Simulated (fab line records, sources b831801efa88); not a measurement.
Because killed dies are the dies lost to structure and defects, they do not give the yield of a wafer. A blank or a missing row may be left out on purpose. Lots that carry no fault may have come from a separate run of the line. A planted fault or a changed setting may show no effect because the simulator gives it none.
Which tool was responsible? || flow gf180mcu || 15 lots, 45 wafers sampled, at 6 steps of a route of 602

## WHAT THE GAUGES SHOWED, per wafer
GF_LVPWELL_OVL_MEAS_07. Usual: LVPWELL_OVL gives 0.9 nm (standard deviation 1.6).
{"lot": "L604", "measured": "day 4 05:19", "on": "overlay-02", "LVPWELL_OVL (nm)": "-1.1 -0.8 1.8", "flag": ""}
{"lot": "L605", "measured": "day 4 09:44", "on": "overlay-02", "LVPWELL_OVL (nm)": "-2.5 0.5 0.0", "flag": ""}
{"lot": "L606", "measured": "day 4 14:08", "on": "overlay-01", "LVPWELL_OVL (nm)": "-0.4 1.0 -0.1", "flag": ""}
{"lot": "L608", "measured": "day 5 02:16", "on": "overlay-01", "LVPWELL_OVL (nm)": "-0.5 -0.3 0.0", "flag": ""}
{"lot": "L609", "measured": "day 5 06:02", "on": "overlay-01", "LVPWELL_OVL (nm)": "3.7 3.8 4.2", "flag": ""}
{"lot": "L610", "measured": "day 5 12:58", "on": "overlay-02", "LVPWELL_OVL (nm)": "3.6 1.4 2.1", "flag": ""}
{"lot": "L611", "measured": "day 5 18:47", "on": "overlay-02", "LVPWELL_OVL (nm)": "4.4 1.8 1.8", "flag": ""}
{"lot": "L613", "measured": "day 6 04:41", "on": "overlay-02", "LVPWELL_OVL (nm)": "-0.4 0.4 0.3", "flag": ""}
{"lot": "L614", "measured": "day 6 12:04", "on": "overlay-02", "LVPWELL_OVL (nm)": "3.3 0.9 2.7", "flag": ""}
{"lot": "L615", "measured": "day 6 17:24", "on": "overlay-01", "LVPWELL_OVL (nm)": "1.1 1.2 1.7", "flag": ""}
{"lot": "L620", "measured": "day 7 22:16", "on": "overlay-02", "LVPWELL_OVL (nm)": "-2.2 -1.6 -2.2", "flag": ""}
{"lot": "L621", "measured": "day 8 03:34", "on": "overlay-01", "LVPWELL_OVL (nm)": "-1.1 -0.4 0.0", "flag": ""}
{"lot": "L622", "measured": "day 8 07:39", "on": "overlay-01", "LVPWELL_OVL (nm)": "0.0 1.9 0.2", "flag": ""}
{"lot": "L623", "measured": "day 8 12:23", "on": "overlay-02", "LVPWELL_OVL (nm)": "-0.6 1.1 1.2", "flag": ""}
{"lot": "L625", "measured": "day 9 01:47", "on": "overlay-02", "LVPWELL_OVL (nm)": "2.3 0.7 1.2", "flag": ""}

GF_MVSD_TW_MEAS_11. Usual: MVSD_TW gives 1604 (standard deviation 16).
{"lot": "L604", "measured": "day 4 19:40", "on": "film_metro-04", "MVSD_TW": "1585 1574 1583", "flag": ""}
{"lot": "L605", "measured": "day 4 23:58", "on": "film_metro-01", "MVSD_TW": "1603 1618 1620", "flag": ""}
{"lot": "L606", "measured": "day 5 05:44", "on": "film_metro-03", "MVSD_TW": "1611 1609 1616", "flag": ""}
{"lot": "L608", "measured": "day 5 18:13", "on": "film_metro-03", "MVSD_TW": "1619 1617 1618", "flag": ""}
{"lot": "L609", "measured": "day 5 22:16", "on": "film_metro-01", "MVSD_TW": "1617 1614 1616", "flag": ""}
{"lot": "L610", "measured": "day 6 04:10", "on": "film_metro-01", "MVSD_TW": "1602 1599 1600", "flag": ""}
{"lot": "L611", "measured": "day 6 10:10", "on": "film_metro-03", "MVSD_TW": "1616 1611 1612", "flag": ""}
{"lot": "L613", "measured": "day 6 20:13", "on": "film_metro-03", "MVSD_TW": "31 31 31", "flag": "OFF"}
{"lot": "L614", "measured": "day 7 04:42", "on": "film_metro-03", "MVSD_TW": "31 31 31", "flag": "OFF"}
{"lot": "L615", "measured": "day 7 09:44", "on": "film_metro-04", "MVSD_TW": "30 30 30", "flag": "OFF"}
{"lot": "L620", "measured": "day 8 14:57", "on": "film_metro-03", "MVSD_TW": "1622 1622 1625", "flag": ""}
{"lot": "L621", "measured": "day 8 21:28", "on": "film_metro-01", "MVSD_TW": "1602 1600 1611", "flag": ""}
{"lot": "L622", "measured": "day 9 00:43", "on": "film_metro-03", "MVSD_TW": "1618 1616 1612", "flag": ""}
{"lot": "L623", "measured": "day 9 05:28", "on": "film_metro-04", "MVSD_TW": "1577 1562 1575", "flag": ""}
{"lot": "L625", "measured": "day 10 01:25", "on": "film_metro-04", "MVSD_TW": "1580 1583 1576", "flag": ""}

GF_DUAL_GATE_OVL_MEAS_11. Usual: DUAL_GATE_OVL gives 0.9 nm (standard deviation 1.3).
{"lot": "L604", "measured": "day 8 18:56", "on": "overlay-01", "DUAL_GATE_OVL (nm)": "-1.8 -1.1 -0.3", "flag": ""}
{"lot": "L605", "measured": "day 9 00:34", "on": "overlay-02", "DUAL_GATE_OVL (nm)": "0.6 0.8 0.2", "flag": ""}
{"lot": "L606", "measured": "day 9 06:23", "on": "overlay-01", "DUAL_GATE_OVL (nm)": "1.6 -0.1 0.9", "flag": ""}
{"lot": "L608", "measured": "day 9 20:20", "on": "overlay-02", "DUAL_GATE_OVL (nm)": "2.4 2.7 1.3", "flag": ""}
{"lot": "L609", "measured": "day 10 03:26", "on": "overlay-01", "DUAL_GATE_OVL (nm)": "1.3 0.6 0.9", "flag": ""}
{"lot": "L610", "measured": "day 10 11:19", "on": "overlay-02", "DUAL_GATE_OVL (nm)": "2.6 0.7 -0.3", "flag": ""}
{"lot": "L611", "measured": "day 10 16:07", "on": "overlay-02", "DUAL_GATE_OVL (nm)": "1.5 -1.1 0.8", "flag": ""}
{"lot": "L613", "measured": "day 11 04:04", "on": "overlay-02", "DUAL_GATE_OVL (nm)": "2.5 1.2 -0.6", "flag": ""}
{"lot": "L614", "measured": "day 11 16:26", "on": "overlay-01", "DUAL_GATE_OVL (nm)": "0.6 -1.8 -2.1", "flag": ""}
{"lot": "L615", "measured": "day 11 23:42", "on": "overlay-02", "DUAL_GATE_OVL (nm)": "1.0 -1.3 0.8", "flag": ""}
{"lot": "L620", "measured": "day 13 05:44", "on": "overlay-01", "DUAL_GATE_OVL (nm)": "0.3 -0.6 0.6", "flag": ""}
{"lot": "L621", "measured": "day 13 14:10", "on": "overlay-02", "DUAL_GATE_OVL (nm)": "1.0 1.2 1.7", "flag": ""}
{"lot": "L622", "measured": "day 13 20:41", "on": "overlay-02", "DUAL_GATE_OVL (nm)": "0.2 -1.8 -0.6", "flag": ""}
{"lot": "L623", "measured": "day 14 00:25", "on": "overlay-02", "DUAL_GATE_OVL (nm)": "1.5 1.8 1.7", "flag": ""}
{"lot": "L625", "measured": "day 15 03:59", "on": "overlay-01", "DUAL_GATE_OVL (nm)": "1.4 0.7 -0.1", "flag": ""}

## WHAT TOOL EACH LOT RAN ON (gives the tool, then ch and the chambers of the sampled wafers, and finally the start)
{"lot": "L604", "GF_LVPWELL_STRIP_10": "plasma_asher-02 ch 0,1, day 4 05:40", "GF_MVSD_STRIP_10": "plasma_asher-04 ch 0,1, day 4 19:34", "GF_MVPSD_STRIP_10": "plasma_asher-04 ch 0,1, day 5 10:25"}
{"lot": "L605", "GF_LVPWELL_STRIP_10": "plasma_asher-01 ch 0,1, day 4 10:04", "GF_MVSD_STRIP_10": "plasma_asher-01 ch 0,1, day 4 23:52", "GF_MVPSD_STRIP_10": "plasma_asher-04 ch 0,1, day 5 15:19"}
{"lot": "L606", "GF_LVPWELL_STRIP_10": "plasma_asher-01 ch 0,1, day 4 14:30", "GF_MVSD_STRIP_10": "plasma_asher-01 ch 0,1, day 5 05:38", "GF_MVPSD_STRIP_10": "plasma_asher-03 ch 0,1, day 5 20:13"}
{"lot": "L608", "GF_LVPWELL_STRIP_10": "plasma_asher-02 ch 0,1, day 5 02:37", "GF_MVSD_STRIP_10": "plasma_asher-02 ch 0,1, day 5 18:07", "GF_MVPSD_STRIP_10": "plasma_asher-04 ch 0, day 6 08:10"}
{"lot": "L609", "GF_LVPWELL_STRIP_10": "plasma_asher-02 ch 0, day 5 06:22", "GF_MVSD_STRIP_10": "plasma_asher-04 ch 0,1, day 5 22:10", "GF_MVPSD_STRIP_10": "plasma_asher-03 ch 0,1, day 6 13:34"}
{"lot": "L610", "GF_LVPWELL_STRIP_10": "plasma_asher-02 ch 0,1, day 5 13:19", "GF_MVSD_STRIP_10": "plasma_asher-01 ch 0,1, day 6 04:04", "GF_MVPSD_STRIP_10": "plasma_asher-04 ch 0,1, day 6 19:46"}
{"lot": "L611", "GF_LVPWELL_STRIP_10": "plasma_asher-03 ch 0,1, day 5 19:07", "GF_MVSD_STRIP_10": "plasma_asher-01 ch 0,1, day 6 10:04", "GF_MVPSD_STRIP_10": "plasma_asher-04 ch 0,1, day 7 01:49"}
{"lot": "L613", "GF_LVPWELL_STRIP_10": "plasma_asher-01 ch 0,1, day 6 05:01", "GF_MVSD_STRIP_10": "plasma_asher-02 ch 0,1, day 6 20:07", "GF_MVPSD_STRIP_10": "plasma_asher-03 ch 0,1, day 7 12:31"}
{"lot": "L614", "GF_LVPWELL_STRIP_10": "plasma_asher-02 ch 0,1, day 6 12:25", "GF_MVSD_STRIP_10": "plasma_asher-02 ch 0,1, day 7 04:36", "GF_MVPSD_STRIP_10": "plasma_asher-04 ch 0,1, day 7 20:46"}
{"lot": "L615", "GF_LVPWELL_STRIP_10": "plasma_asher-02 ch 0,1, day 6 17:45", "GF_MVSD_STRIP_10": "plasma_asher-01 ch 0,1, day 7 09:38", "GF_MVPSD_STRIP_10": "plasma_asher-02 ch 0,1, day 8 01:41"}
{"lot": "L620", "GF_LVPWELL_STRIP_10": "plasma_asher-02 ch 0,1, day 7 22:36", "GF_MVSD_STRIP_10": "plasma_asher-04 ch 0,1, day 8 14:51", "GF_MVPSD_STRIP_10": "plasma_asher-02 ch 0,1, day 9 07:45"}
{"lot": "L621", "GF_LVPWELL_STRIP_10": "plasma_asher-03 ch 0,1, day 8 03:54", "GF_MVSD_STRIP_10": "plasma_asher-01 ch 0,1, day 8 21:22", "GF_MVPSD_STRIP_10": "plasma_asher-02 ch 0,1, day 9 14:46"}
{"lot": "L622", "GF_LVPWELL_STRIP_10": "plasma_asher-02 ch 0,1, day 8 08:01", "GF_MVSD_STRIP_10": "plasma_asher-02 ch 0,1, day 9 00:38", "GF_MVPSD_STRIP_10": "plasma_asher-03 ch 0,1, day 9 18:01"}
{"lot": "L623", "GF_LVPWELL_STRIP_10": "plasma_asher-01 ch 0,1, day 8 12:43", "GF_MVSD_STRIP_10": "plasma_asher-01 ch 0,1, day 9 05:22", "GF_MVPSD_STRIP_10": "plasma_asher-04 ch 0,1, day 9 22:45"}
{"lot": "L625", "GF_LVPWELL_STRIP_10": "plasma_asher-02 ch 0,1, day 9 08:42", "GF_MVSD_STRIP_10": "plasma_asher-01 ch 0,1, day 10 01:19", "GF_MVPSD_STRIP_10": "plasma_asher-02 ch 0,1, day 10 19:57"}
- GF_LVPWELL_STRIP_10: strips in O2/N2.
- GF_MVSD_STRIP_10: strips in O2/N2.
- GF_MVPSD_STRIP_10: strips in O2/N2.

## WHAT THE TOOLS THEMSELVES READ (means of the sampled wafers that have a number; where no wafer has one, the mark that the record gives instead)
GF_LVPWELL_STRIP_10. Usual: chamber_pressure_mTorr 1500.0 mTorr, standard deviation 1.4; drypump_motor_current_A 5.4 A, standard deviation 0.66; heater_power_w 327 W, standard deviation 25; o2_flow_sccm 3001 sccm, standard deviation 9.3; oes_product_au 0.723 a.u., standard deviation 0.0045; strip_time_to_endpoint_s 36.97 s, standard deviation 0.1.
{"lot": "L604", "tool": "plasma_asher-02", "chamber_pressure_mTorr (mTorr)": 1499.0, "drypump_motor_current_A (A)": 5.3, "heater_power_w (W)": 311, "o2_flow_sccm (sccm)": 2998, "oes_product_au (a.u.)": 0.723, "strip_time_to_endpoint_s (s)": 36.89, "flag": ""}
{"lot": "L605", "tool": "plasma_asher-01", "chamber_pressure_mTorr (mTorr)": 1499.5, "drypump_motor_current_A (A)": 5.5, "heater_power_w (W)": 323, "o2_flow_sccm (sccm)": 2999, "oes_product_au (a.u.)": 0.724, "strip_time_to_endpoint_s (s)": 36.96, "flag": ""}
{"lot": "L606", "tool": "plasma_asher-01", "chamber_pressure_mTorr (mTorr)": 1500.5, "drypump_motor_current_A (A)": 5.6, "heater_power_w (W)": 335, "o2_flow_sccm (sccm)": 3000, "oes_product_au (a.u.)": 0.723, "strip_time_to_endpoint_s (s)": 36.80, "flag": ""}
{"lot": "L608", "tool": "plasma_asher-02", "chamber_pressure_mTorr (mTorr)": 1500.4, "drypump_motor_current_A (A)": 5.3, "heater_power_w (W)": 318, "o2_flow_sccm (sccm)": 3009, "oes_product_au (a.u.)": 0.723, "strip_time_to_endpoint_s (s)": 37.09, "flag": ""}
{"lot": "L609", "tool": "plasma_asher-02", "chamber_pressure_mTorr (mTorr)": 1500.6, "drypump_motor_current_A (A)": 6.3, "heater_power_w (W)": 355, "o2_flow_sccm (sccm)": 2991, "oes_product_au (a.u.)": 0.723, "strip_time_to_endpoint_s (s)": 36.93, "flag": ""}
{"lot": "L610", "tool": "plasma_asher-02", "chamber_pressure_mTorr (mTorr)": 1500.5, "drypump_motor_current_A (A)": 5.3, "heater_power_w (W)": 313, "o2_flow_sccm (sccm)": 3003, "oes_product_au (a.u.)": 0.723, "strip_time_to_endpoint_s (s)": 36.92, "flag": ""}
{"lot": "L611", "tool": "plasma_asher-03", "chamber_pressure_mTorr (mTorr)": 1499.5, "drypump_motor_current_A (A)": 5.5, "heater_power_w (W)": 329, "o2_flow_sccm (sccm)": 2996, "oes_product_au (a.u.)": 0.719, "strip_time_to_endpoint_s (s)": 36.96, "flag": ""}
{"lot": "L613", "tool": "plasma_asher-01", "chamber_pressure_mTorr (mTorr)": "-", "drypump_motor_current_A (A)": "-", "heater_power_w (W)": "-", "o2_flow_sccm (sccm)": "-", "oes_product_au (a.u.)": "-", "strip_time_to_endpoint_s (s)": "-", "flag": "OFF"}
{"lot": "L614", "tool": "plasma_asher-02", "chamber_pressure_mTorr (mTorr)": "-", "drypump_motor_current_A (A)": "-", "heater_power_w (W)": "-", "o2_flow_sccm (sccm)": "-", "oes_product_au (a.u.)": "-", "strip_time_to_endpoint_s (s)": "-", "flag": "OFF"}
{"lot": "L615", "tool": "plasma_asher-02", "chamber_pressure_mTorr (mTorr)": "-", "drypump_motor_current_A (A)": "-", "heater_power_w (W)": "-", "o2_flow_sccm (sccm)": "-", "oes_product_au (a.u.)": "-", "strip_time_to_endpoint_s (s)": "-", "flag": "OFF"}
{"lot": "L620", "tool": "plasma_asher-02", "chamber_pressure_mTorr (mTorr)": 1500.0, "drypump_motor_current_A (A)": 5.3, "heater_power_w (W)": 322, "o2_flow_sccm (sccm)": 3011, "oes_product_au (a.u.)": 0.720, "strip_time_to_endpoint_s (s)": 37.01, "flag": ""}
{"lot": "L621", "tool": "plasma_asher-03", "chamber_pressure_mTorr (mTorr)": 1500.6, "drypump_motor_current_A (A)": 5.1, "heater_power_w (W)": 334, "o2_flow_sccm (sccm)": 3014, "oes_product_au (a.u.)": 0.720, "strip_time_to_endpoint_s (s)": 37.01, "flag": ""}
{"lot": "L622", "tool": "plasma_asher-02", "chamber_pressure_mTorr (mTorr)": 1498.2, "drypump_motor_current_A (A)": 5.8, "heater_power_w (W)": 337, "o2_flow_sccm (sccm)": 3006, "oes_product_au (a.u.)": 0.723, "strip_time_to_endpoint_s (s)": 36.81, "flag": ""}
{"lot": "L623", "tool": "plasma_asher-01", "chamber_pressure_mTorr (mTorr)": 1501.3, "drypump_motor_current_A (A)": 5.5, "heater_power_w (W)": 313, "o2_flow_sccm (sccm)": 2997, "oes_product_au (a.u.)": 0.720, "strip_time_to_endpoint_s (s)": 36.82, "flag": ""}
{"lot": "L625", "tool": "plasma_asher-02", "chamber_pressure_mTorr (mTorr)": 1499.4, "drypump_motor_current_A (A)": 5.8, "heater_power_w (W)": 335, "o2_flow_sccm (sccm)": 3006, "oes_product_au (a.u.)": 0.726, "strip_time_to_endpoint_s (s)": 36.97, "flag": ""}

GF_MVSD_STRIP_10. Usual: chamber_pressure_mTorr 1500.3 mTorr, standard deviation 1.3; drypump_motor_current_A 5.6 A, standard deviation 0.53; heater_power_w 325 W, standard deviation 33; o2_flow_sccm 3002 sccm, standard deviation 8.6; oes_product_au 0.722 a.u., standard deviation 0.0045; strip_time_to_endpoint_s 36.98 s, standard deviation 0.1.
{"lot": "L604", "tool": "plasma_asher-04", "chamber_pressure_mTorr (mTorr)": 1500.2, "drypump_motor_current_A (A)": 6.0, "heater_power_w (W)": 348, "o2_flow_sccm (sccm)": 3001, "oes_product_au (a.u.)": 0.724, "strip_time_to_endpoint_s (s)": 37.02, "flag": ""}
{"lot": "L605", "tool": "plasma_asher-01", "chamber_pressure_mTorr (mTorr)": 1500.0, "drypump_motor_current_A (A)": 5.6, "heater_power_w (W)": 336, "o2_flow_sccm (sccm)": 3000, "oes_product_au (a.u.)": 0.723, "strip_time_to_endpoint_s (s)": 37.00, "flag": ""}
{"lot": "L606", "tool": "plasma_asher-01", "chamber_pressure_mTorr (mTorr)": 1499.9, "drypump_motor_current_A (A)": 5.6, "heater_power_w (W)": 333, "o2_flow_sccm (sccm)": 3010, "oes_product_au (a.u.)": 0.723, "strip_time_to_endpoint_s (s)": 36.91, "flag": ""}
{"lot": "L608", "tool": "plasma_asher-02", "chamber_pressure_mTorr (mTorr)": 1500.6, "drypump_motor_current_A (A)": 5.8, "heater_power_w (W)": 336, "o2_flow_sccm (sccm)": 3004, "oes_product_au (a.u.)": 0.724, "strip_time_to_endpoint_s (s)": 36.89, "flag": ""}
{"lot": "L609", "tool": "plasma_asher-04", "chamber_pressure_mTorr (mTorr)": 1500.3, "drypump_motor_current_A (A)": 5.9, "heater_power_w (W)": 319, "o2_flow_sccm (sccm)": 3007, "oes_product_au (a.u.)": 0.724, "strip_time_to_endpoint_s (s)": 36.95, "flag": ""}
{"lot": "L610", "tool": "plasma_asher-01", "chamber_pressure_mTorr (mTorr)": 1501.4, "drypump_motor_current_A (A)": 5.6, "heater_power_w (W)": 330, "o2_flow_sccm (sccm)": 2998, "oes_product_au (a.u.)": 0.719, "strip_time_to_endpoint_s (s)": 36.97, "flag": ""}
{"lot": "L611", "tool": "plasma_asher-01", "chamber_pressure_mTorr (mTorr)": 1501.0, "drypump_motor_current_A (A)": 5.6, "heater_power_w (W)": 327, "o2_flow_sccm (sccm)": 3006, "oes_product_au (a.u.)": 0.724, "strip_time_to_endpoint_s (s)": 37.00, "flag": ""}
{"lot": "L613", "tool": "plasma_asher-02", "chamber_pressure_mTorr (mTorr)": 1501.0, "drypump_motor_current_A (A)": 5.3, "heater_power_w (W)": 315, "o2_flow_sccm (sccm)": 3008, "oes_product_au (a.u.)": 0.742, "strip_time_to_endpoint_s (s)": 81.28, "flag": "OFF"}
{"lot": "L614", "tool": "plasma_asher-02", "chamber_pressure_mTorr (mTorr)": 1499.1, "drypump_motor_current_A (A)": 5.2, "heater_power_w (W)": 313, "o2_flow_sccm (sccm)": 2999, "oes_product_au (a.u.)": 0.744, "strip_time_to_endpoint_s (s)": 81.47, "flag": "OFF"}
{"lot": "L615", "tool": "plasma_asher-01", "chamber_pressure_mTorr (mTorr)": 1499.6, "drypump_motor_current_A (A)": 5.6, "heater_power_w (W)": 332, "o2_flow_sccm (sccm)": 3004, "oes_product_au (a.u.)": 0.738, "strip_time_to_endpoint_s (s)": 81.00, "flag": "OFF"}
{"lot": "L620", "tool": "plasma_asher-04", "chamber_pressure_mTorr (mTorr)": 1501.1, "drypump_motor_current_A (A)": 6.0, "heater_power_w (W)": 347, "o2_flow_sccm (sccm)": 3004, "oes_product_au (a.u.)": 0.725, "strip_time_to_endpoint_s (s)": 37.07, "flag": ""}
{"lot": "L621", "tool": "plasma_asher-01", "chamber_pressure_mTorr (mTorr)": 1499.2, "drypump_motor_current_A (A)": 5.6, "heater_power_w (W)": 335, "o2_flow_sccm (sccm)": 3010, "oes_product_au (a.u.)": 0.719, "strip_time_to_endpoint_s (s)": 37.09, "flag": ""}
{"lot": "L622", "tool": "plasma_asher-02", "chamber_pressure_mTorr (mTorr)": 1500.9, "drypump_motor_current_A (A)": 5.3, "heater_power_w (W)": 316, "o2_flow_sccm (sccm)": 2996, "oes_product_au (a.u.)": 0.723, "strip_time_to_endpoint_s (s)": 36.93, "flag": ""}
{"lot": "L623", "tool": "plasma_asher-01", "chamber_pressure_mTorr (mTorr)": 1499.3, "drypump_motor_current_A (A)": 5.5, "heater_power_w (W)": 316, "o2_flow_sccm (sccm)": 2999, "oes_product_au (a.u.)": 0.725, "strip_time_to_endpoint_s (s)": 37.02, "flag": ""}
{"lot": "L625", "tool": "plasma_asher-01", "chamber_pressure_mTorr (mTorr)": 1500.1, "drypump_motor_current_A (A)": 5.5, "heater_power_w (W)": 311, "o2_flow_sccm (sccm)": 2996, "oes_product_au (a.u.)": 0.723, "strip_time_to_endpoint_s (s)": 36.90, "flag": ""}

GF_MVPSD_STRIP_10. Usual: chamber_pressure_mTorr 1499.9 mTorr, standard deviation 1.3; drypump_motor_current_A 5.6 A, standard deviation 0.6; heater_power_w 330 W, standard deviation 31; o2_flow_sccm 2998 sccm, standard deviation 9; oes_product_au 0.723 a.u., standard deviation 0.0046; strip_time_to_endpoint_s 36.94 s, standard deviation 0.084.
{"lot": "L604", "tool": "plasma_asher-04", "chamber_pressure_mTorr (mTorr)": 1500.7, "drypump_motor_current_A (A)": 5.9, "heater_power_w (W)": 318, "o2_flow_sccm (sccm)": 2995, "oes_product_au (a.u.)": 0.727, "strip_time_to_endpoint_s (s)": 36.93, "flag": ""}
{"lot": "L605", "tool": "plasma_asher-04", "chamber_pressure_mTorr (mTorr)": 1499.7, "drypump_motor_current_A (A)": 6.0, "heater_power_w (W)": 347, "o2_flow_sccm (sccm)": 2990, "oes_product_au (a.u.)": 0.721, "strip_time_to_endpoint_s (s)": 36.90, "flag": ""}
{"lot": "L606", "tool": "plasma_asher-03", "chamber_pressure_mTorr (mTorr)": 1501.1, "drypump_motor_current_A (A)": 5.1, "heater_power_w (W)": 330, "o2_flow_sccm (sccm)": 3000, "oes_product_au (a.u.)": 0.721, "strip_time_to_endpoint_s (s)": 36.88, "flag": ""}
{"lot": "L608", "tool": "plasma_asher-04", "chamber_pressure_mTorr (mTorr)": 1499.6, "drypump_motor_current_A (A)": 5.9, "heater_power_w (W)": 290, "o2_flow_sccm (sccm)": 2994, "oes_product_au (a.u.)": 0.723, "strip_time_to_endpoint_s (s)": 36.88, "flag": ""}
{"lot": "L609", "tool": "plasma_asher-03", "chamber_pressure_mTorr (mTorr)": 1499.9, "drypump_motor_current_A (A)": 5.5, "heater_power_w (W)": 333, "o2_flow_sccm (sccm)": 3003, "oes_product_au (a.u.)": 0.719, "strip_time_to_endpoint_s (s)": 36.80, "flag": ""}
{"lot": "L610", "tool": "plasma_asher-04", "chamber_pressure_mTorr (mTorr)": 1500.0, "drypump_motor_current_A (A)": 5.9, "heater_power_w (W)": 313, "o2_flow_sccm (sccm)": 3013, "oes_product_au (a.u.)": 0.718, "strip_time_to_endpoint_s (s)": 37.00, "flag": ""}
{"lot": "L611", "tool": "plasma_asher-04", "chamber_pressure_mTorr (mTorr)": 1500.1, "drypump_motor_current_A (A)": 5.9, "heater_power_w (W)": 318, "o2_flow_sccm (sccm)": 3000, "oes_product_au (a.u.)": 0.728, "strip_time_to_endpoint_s (s)": 36.99, "flag": ""}
{"lot": "L613", "tool": "plasma_asher-03", "chamber_pressure_mTorr (mTorr)": 1499.3, "drypump_motor_current_A (A)": 5.5, "heater_power_w (W)": 327, "o2_flow_sccm (sccm)": 2987, "oes_product_au (a.u.)": 0.726, "strip_time_to_endpoint_s (s)": 36.96, "flag": ""}
{"lot": "L614", "tool": "plasma_asher-04", "chamber_pressure_mTorr (mTorr)": 1498.9, "drypump_motor_current_A (A)": 5.9, "heater_power_w (W)": 318, "o2_flow_sccm (sccm)": 3001, "oes_product_au (a.u.)": 0.722, "strip_time_to_endpoint_s (s)": 37.10, "flag": ""}
{"lot": "L615", "tool": "plasma_asher-02", "chamber_pressure_mTorr (mTorr)": 1501.1, "drypump_motor_current_A (A)": 5.3, "heater_power_w (W)": 311, "o2_flow_sccm (sccm)": 3003, "oes_product_au (a.u.)": 0.722, "strip_time_to_endpoint_s (s)": 37.00, "flag": ""}
{"lot": "L620", "tool": "plasma_asher-02", "chamber_pressure_mTorr (mTorr)": 1500.1, "drypump_motor_current_A (A)": 5.2, "heater_power_w (W)": 316, "o2_flow_sccm (sccm)": 3007, "oes_product_au (a.u.)": 0.725, "strip_time_to_endpoint_s (s)": 36.90, "flag": ""}
{"lot": "L621", "tool": "plasma_asher-02", "chamber_pressure_mTorr (mTorr)": 1499.7, "drypump_motor_current_A (A)": 5.2, "heater_power_w (W)": 315, "o2_flow_sccm (sccm)": 2997, "oes_product_au (a.u.)": 0.724, "strip_time_to_endpoint_s (s)": 36.95, "flag": ""}
{"lot": "L622", "tool": "plasma_asher-03", "chamber_pressure_mTorr (mTorr)": 1500.2, "drypump_motor_current_A (A)": 5.5, "heater_power_w (W)": 330, "o2_flow_sccm (sccm)": 2990, "oes_product_au (a.u.)": 0.723, "strip_time_to_endpoint_s (s)": 36.90, "flag": ""}
{"lot": "L623", "tool": "plasma_asher-04", "chamber_pressure_mTorr (mTorr)": 1500.0, "drypump_motor_current_A (A)": 6.0, "heater_power_w (W)": 348, "o2_flow_sccm (sccm)": 3002, "oes_product_au (a.u.)": 0.717, "strip_time_to_endpoint_s (s)": 36.97, "flag": ""}
{"lot": "L625", "tool": "plasma_asher-02", "chamber_pressure_mTorr (mTorr)": 1500.1, "drypump_motor_current_A (A)": 5.8, "heater_power_w (W)": 333, "o2_flow_sccm (sccm)": 2995, "oes_product_au (a.u.)": 0.725, "strip_time_to_endpoint_s (s)": 36.86, "flag": ""}

## THE ANSWER, worked out from the rows above alone
Rule: a lot counts as off when the mean over its wafers that have a number is more than 3 standard deviations away from the usual mean. Also off: a lot with no number at a reading for which 4 or more lots have one. Any other lot the step has rows for is counted as sound. First the gauges in route order, then the tools' own readings, where a lot's mean is used as printed above. The first step at which some lot is off is used, and at that step the reading that is off furthest; a lot without a number counts as furthest.
Off: L613, L614, L615, at GF_MVSD_TW_MEAS_11 (MVSD_TW).
A tool fits if, at a process step before that reading, it ran every lot that is off, and no sound lot after the first of them. The gauges at GF_MVSD_TW_MEAS_11 aren't tried: what is off there is off at GF_LVPWELL_STRIP_10 too, on other tools, and a gauge's error can't cause that. Not one of the candidates tried fits.

## WHAT THE SIMULATOR HAD PUT IN
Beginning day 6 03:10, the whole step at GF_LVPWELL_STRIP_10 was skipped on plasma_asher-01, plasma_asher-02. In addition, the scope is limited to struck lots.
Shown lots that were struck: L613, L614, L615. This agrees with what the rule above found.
